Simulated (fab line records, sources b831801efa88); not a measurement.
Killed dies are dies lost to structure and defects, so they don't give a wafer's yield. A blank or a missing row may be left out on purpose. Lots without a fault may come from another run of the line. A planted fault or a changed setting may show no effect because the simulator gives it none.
Chamber matching | flow sky130 | SKY_FIELD_ISO_ETCH_17 on rie_si-02: 4 sister chambers
The step etches Si in HBr/Cl2/O2, target depth 342 nm, time 97.7 s. 8 wafers are shown with their chamber, then 8 later ones without.

WAFERS WITH THEIR CHAMBER
wafer  | chamber | drypump_motor_current_A (A) | oes_product_au (a.u.)
L371.3 | 3       | 5.79                        | 0.999
L373.5 | 3       | 5.79                        | 0.991
L385.2 | 2       | 5.48                        | 0.995
L385.6 | 0       | 5.33                        | 1.003
L388.3 | 2       | 5.50                        | 0.988
L389.1 | 0       | 5.31                        | 1.008
L389.5 | 1       | 5.17                        | 1.018
L391.1 | 1       | 5.18                        | 1.007

WAFERS WITHOUT THEIR CHAMBER
wafer  | drypump_motor_current_A (A) | oes_product_au (a.u.)
L391.4 | 5.85                        | 1.007
L391.6 | 5.34                        | 1.007
L392.2 | 5.16                        | 1.016
L392.5 | 5.14                        | 1.019
L392.6 | 5.31                        | 1.002
L394.2 | 5.16                        | 1.007
L394.4 | 5.79                        | 0.998
L394.5 | 5.47                        | 1.002

WHICH CHAMBER EACH WENT THROUGH
wafer  | from the rows above | in truth
L391.4 | 3                   | 3
L391.6 | 0                   | 0
L392.2 | 1                   | 1
L392.5 | 1                   | 1
L392.6 | 0                   | 0
L394.2 | 1                   | 1
L394.4 | 3                   | 3
L394.5 | 2                   | 2
Placed correctly: 8 of 8. Can't be placed from these rows: 0. Placed wrongly: 0.
How it was worked out, from the rows above alone: a wafer's distance from a chamber is the root of the sum, over the readings, of the square of ((its reading less the chamber's mean) divided by the reading's scatter). The wafer belongs to the nearest chamber; if the next one is less than 2 further off, it can't be placed. A chamber's mean is the mean of its shown wafers. The scatter: the root of (the sum of the squares of (reading less its chamber's mean) over the shown wafers, divided by (wafers less chambers)).
